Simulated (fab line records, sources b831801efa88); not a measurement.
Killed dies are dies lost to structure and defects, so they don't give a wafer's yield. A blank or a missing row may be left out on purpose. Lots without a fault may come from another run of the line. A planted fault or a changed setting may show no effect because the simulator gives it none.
A struck lot beside a sound one | flow sky130 | 17 steps out of a route of 708
Sound: wafers L106.1, L106.5, L106.6. Struck: wafer L120.3. (L120.1, L120.5 of the same lot were not struck and are left out.) The cause comes at the end.
At each step with rows: each side's tool, then ch and its chambers, then its first start. Under that, the readings that differ: sound wafers | struck wafers | difference of the means | sigmas: that difference in standard deviations of wafers without a fault.
alike: readings whose means differ by less than 2 such deviations, and words and numbers that are the same on both sides. not compared: withheld readings, readings that some wafer has no value for, bounds like >300 that may hide the same value, and numbers for which the record gives no deviation and whose values overlap.
The two part at a step that has a row with sigmas, a row that says differs or no value, or rows on one side only. Numbers that don't overlap but have no deviation are shown without sigmas and don't part them. A reading that every wafer of one side lacks parts them only if that side has two wafers or more.

SKY_LOCAL_INTERCONNECT_RS_MEAS_01: measures by four-point-probe.
  sound on film_metro-01, day 32 01:35; struck on film_metro-03, day 36 00:50
  alike: LOCAL_INTERCONNECT_TIN_RS
SKY_LOCAL_INTERCONNECT_THK_MEAS_02: measures by xrf.
  sound on film_metro-01, day 32 01:43; struck on film_metro-03, day 36 00:57
  alike: LOCAL_INTERCONNECT_TIN_THK
then, 8 steps without rows for these wafers: SKY_LOCAL_INTERCONNECT_DEHYDRATE_03 (time 60 s); SKY_LOCAL_INTERCONNECT_HMDS_04 (prime time 60 s); SKY_LOCAL_INTERCONNECT_COAT_05 (resist thk 60 nm); SKY_LOCAL_INTERCONNECT_COAT_06 (resist thk 450 nm); SKY_LOCAL_INTERCONNECT_SOFTBAKE_07 (time 90 s); SKY_LOCAL_INTERCONNECT_EXPOSE_08 (exposes mask LI1M, target cd 170 nm); SKY_LOCAL_INTERCONNECT_PEB_09; SKY_LOCAL_INTERCONNECT_DEVELOP_10 (develop time 60 s).
SKY_LOCAL_INTERCONNECT_CD_MEAS_11: target cd 170 nm.
  sound on cd_sem-02, day 33 04:36; struck on cd_sem-02, day 37 02:51
  reading    | sound             | struck | difference | sigmas
  cd_nm (nm) | 171.5 171.2 171.0 | 168.6  | -2.6       | -2
SKY_LOCAL_INTERCONNECT_OVL_MEAS_12:
  sound on overlay-01, day 33 04:43; struck on overlay-02, day 37 02:58
  alike: LOCAL_INTERCONNECT_OVL
SKY_LOCAL_INTERCONNECT_ETCH_13: etches BARC in N2/H2, stops on SiO2, time 45.9 s, target depth 60 nm.
  sound on rie_metal-04 ch 0,1, day 33 04:45; struck on rie_metal-04 ch 0, day 37 03:00
  reading                                                   | sound             | struck | difference | sigmas
  oes_product_au (a.u.)                                     | 0.855 0.864 0.860 | 0.728  | -0.132     | -26
  model.KrF-thick_of_LOCAL_INTERCONNECT_COAT_06.thk_nm (nm) | 390.6 391 388.7   | 409.4  | +19.3      |
  model.etch.depth_nm (nm)                                  | 60.06 60.21 60.02 | 44.46  | -15.64     |
  model.LOCAL_INTERCONNECT.cd_nm (nm)                       | 171.7 172.1 172.6 | 172.9  | +0.8       |
  alike: bias_w, drypump_motor_current_A, h2_flow_sccm, throttle_valve_pct
  not compared: rf_hours_counter_h
SKY_LOCAL_INTERCONNECT_METAL_ETCH_14: etches TiN in Cl2/BCl3, stops on PSG, target depth 110 nm, time 31.4 s.
  sound on rie_metal-04 ch 0,1, day 33 04:49; struck on rie_metal-04 ch 0, day 37 03:04
  reading                                                   | sound                | struck | difference | sigmas
  bias_w (W)                                                | 48.33 48.37 48.68    | 48.72  | +0.26      | +2
  oes_product_au (a.u.)                                     | 0.947 0.940 0.949    | 0.379  | -0.566     | -87
  throttle_valve_pct (%)                                    | 21.917 21.906 21.879 | 22.271 | +0.370     | +34
  model.KrF-thick_of_LOCAL_INTERCONNECT_COAT_06.thk_nm (nm) | 347 347.1 344.5      | 365.1  | +18.9      |
  alike: drypump_motor_current_A
  not compared: rf_hours_counter_h, model.LOCAL_INTERCONNECT.cd_nm
SKY_LOCAL_INTERCONNECT_STRIP_15: strips in O2/N2.
  sound on plasma_asher-01 ch 0,1, day 33 04:52; struck on plasma_asher-02 ch 0, day 37 03:07
  reading                      | sound             | struck | difference | sigmas
  strip_time_to_endpoint_s (s) | 4.700 4.711 4.700 | 4.894  | +0.190     | +8
  alike: drypump_motor_current_A, oes_product_au
  not compared: rf_hours_counter_h
then, 1 step without rows for these wafers: SKY_LOCAL_INTERCONNECT_STRIP_16 (strips in post etch residue remover, time 1200 s).
-- the record jumps here: 13 days lie between the struck wafers' starts before and after (it left off in module LOCAL_INTERCONNECT and takes up again in module PAD_OPEN, whose first step shown is number 708 of the route) --
SKY_PAD_OPEN_PROBE_99:
  the record has rows for the struck wafers here (prober-01, day 50 14:29) and none for the sound ones

WHERE THEY PART
First at SKY_LOCAL_INTERCONNECT_CD_MEAS_11; last, within this record, at SKY_PAD_OPEN_PROBE_99.

WHY: what the simulator had put in
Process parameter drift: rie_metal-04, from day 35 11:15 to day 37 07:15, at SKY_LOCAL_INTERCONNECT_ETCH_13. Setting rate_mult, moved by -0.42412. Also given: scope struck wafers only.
